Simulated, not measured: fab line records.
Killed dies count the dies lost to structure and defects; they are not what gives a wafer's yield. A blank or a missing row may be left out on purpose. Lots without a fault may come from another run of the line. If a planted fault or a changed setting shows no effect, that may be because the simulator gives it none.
Which tool did it? ; flow sky130 ; 12 lots with 34 wafers sampled at 4 steps, on a route of 708 steps

WHAT THE GAUGES READ, wafer by wafer
SKY_VIA4_THK_MEAS_01. Usual: VIA4_HDPCVD_THK 1746 nm, standard deviation 18.
lot;measured;on;VIA4_HDPCVD_THK (nm);flag
L191;day 41 12:00;film-metro-04;1755 1759 1765;
L192;day 41 22:36;film-metro-01;1754 1759 1758;
L194;day 43 08:25;film-metro-01;1705 1717 1757;
L193;day 43 09:43;film-metro-01;1726 1751 1752;
L196;day 43 11:28;film-metro-04;1718 1736 1735;
L197;day 43 13:26;film-metro-01;1743 1749 1709;
L205;day 45 14:48;film-metro-01;1762 1769 1718;
L210;day 47 02:24;film-metro-01;3279 1748;OFF
L212;day 47 08:16;film-metro-03;1709 3279 1739;OFF
L211;day 47 09:26;film-metro-04;3305 1745;OFF
L213;day 47 12:17;film-metro-04;1759 1710 1711;
L214;day 47 14:43;film-metro-03;1751 1761 1749;

TOOL THAT RAN EACH LOT (tool first, then ch and the chambers of the sampled wafers, then the start)
lot;SKY_CAP2M_CVD_00;SKY_CAP2M_STRIP_14;SKY_VIA4_HDPCVD_00
L191;pecvd-03 ch 0,1,2, day 39 09:10;plasma-asher-01 ch 0,1, day 40 09:29;hdpcvd-02 ch 0,1,2, day 41 11:49
L192;pecvd-01 ch 1,2, day 39 20:59;plasma-asher-01 ch 0,1, day 40 21:11;hdpcvd-01 ch 0,1, day 41 22:25
L194;pecvd-03 ch 0,1, day 41 07:52;plasma-asher-02 ch 0, day 42 08:02;hdpcvd-01 ch 0,1, day 43 08:14
L193;pecvd-04 ch 0,1, day 41 10:01;plasma-asher-01 ch 0,1, day 42 09:14;hdpcvd-01 ch 0,2, day 43 09:32
L196;pecvd-03 ch 0,2, day 41 11:05;plasma-asher-03 ch 0,1, day 42 10:51;hdpcvd-01 ch 0,1,2, day 43 11:17
L197;pecvd-01 ch 0,2, day 41 13:37;plasma-asher-01 ch 0,1, day 42 12:43;hdpcvd-01 ch 0,1,2, day 43 13:16
L205;pecvd-03 ch 0,1,2, day 43 17:47;plasma-asher-01 ch 0,1, day 44 16:14;hdpcvd-02 ch 0,1,2, day 45 14:41
L210;pecvd-04 ch 0,1, day 45 06:24;plasma-asher-02 ch 0,1, day 46 03:34;hdpcvd-01 ch 0,1, day 47 02:13
L212;pecvd-04 ch 0,1,2, day 45 12:06;plasma-asher-03 ch 0,1, day 46 09:20;hdpcvd-01 ch 0,2, day 47 08:05
L211;pecvd-03 ch 1,2, day 45 13:19;plasma-asher-03 ch 0,1, day 46 10:31;hdpcvd-01 ch 0,1, day 47 09:19
L213;pecvd-01 ch 0,2, day 45 15:53;plasma-asher-03 ch 0,1, day 46 13:08;hdpcvd-02 ch 0,2, day 47 12:06
L214;pecvd-01 ch 1,2, day 45 20:04;plasma-asher-03 ch 0,1, day 46 16:30;hdpcvd-02 ch 1,2, day 47 14:32
- SKY_CAP2M_CVD_00: deposits SiO2, target thk 15.5 nm.
- SKY_CAP2M_STRIP_14: strips in O2/N2.
- SKY_VIA4_HDPCVD_00: deposits SiO2, target thk 1750 nm, time 291.7 s.

AS READ BY THE TOOLS THEMSELVES (means over the sampled wafers that have a number; for cases with no such wafer, the mark the record gives instead)
SKY_CAP2M_CVD_00. Usual: heater-power-w at 784 W, with a standard deviation of 120.
lot;tool;heater-power-w (W);flag
L191;pecvd-03;815;
L192;pecvd-01;870;
L194;pecvd-03;810;
L193;pecvd-04;901;
L196;pecvd-03;776;
L197;pecvd-01;743;
L205;pecvd-03;741;
L210;pecvd-04;799;
L212;pecvd-04;749;
L211;pecvd-03;768;
L213;pecvd-01;740;
L214;pecvd-01;1013;

SKY_CAP2M_STRIP_14. Usual: drypump-motor-current-A 5.8 A, standard deviation 0.62; oes-product-au 0.711 a.u., standard deviation 0.0044; strip-time-to-endpoint-s 12.63 s, standard deviation 0.05.
lot;tool;drypump-motor-current-A (A);oes-product-au (a.u.);strip-time-to-endpoint-s (s);flag
L191;plasma-asher-01;5.7;0.713;12.60;
L192;plasma-asher-01;5.7;0.712;12.60;
L194;plasma-asher-02;6.1;0.709;12.66;
L193;plasma-asher-01;5.7;0.713;12.53;
L196;plasma-asher-03;6.1;0.711;12.67;
L197;plasma-asher-01;6.1;0.708;12.61;
L205;plasma-asher-01;5.7;0.712;12.56;
L210;plasma-asher-02;5.5;0.710;12.71;
L212;plasma-asher-03;5.6;0.711;12.62;
L211;plasma-asher-03;5.9;0.710;12.59;
L213;plasma-asher-03;5.7;0.714;12.67;
L214;plasma-asher-03;5.6;0.711;12.64;

THE ANSWER, worked out from the rows above alone
Rule: take the mean of a lot's wafers that have a number; if it is more than 3 standard deviations from the usual mean, the lot is off. Also off: a lot with no number at a reading for which 4 or more lots have one. Any other lot the step has rows for is counted as sound. After the gauges, taken in route order, come the tools' own readings; for these a lot's mean is taken, as printed above. The first step at which some lot is off is used, and at that step the reading that is off furthest; a lot without a number counts as furthest.
Off: L210, L212, L211, at SKY_VIA4_THK_MEAS_01 (VIA4_HDPCVD_THK).
A tool fits if, at a process step before that reading, it ran every lot that is off, and no sound lot after the first of them. Gauges at SKY_VIA4_THK_MEAS_01: tried the same way as those tools. One fits: SKY_VIA4_HDPCVD_00 on hdpcvd-01. Its last sound lot is L197 (day 43 13:16), its first lot that is off L210 (day 47 02:13): a fault that began between those two fits.

WHAT THE SIMULATOR PUT IN
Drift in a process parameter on hdpcvd-01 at SKY_VIA4_HDPCVD_00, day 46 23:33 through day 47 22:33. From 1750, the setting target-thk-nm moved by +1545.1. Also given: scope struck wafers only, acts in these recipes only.
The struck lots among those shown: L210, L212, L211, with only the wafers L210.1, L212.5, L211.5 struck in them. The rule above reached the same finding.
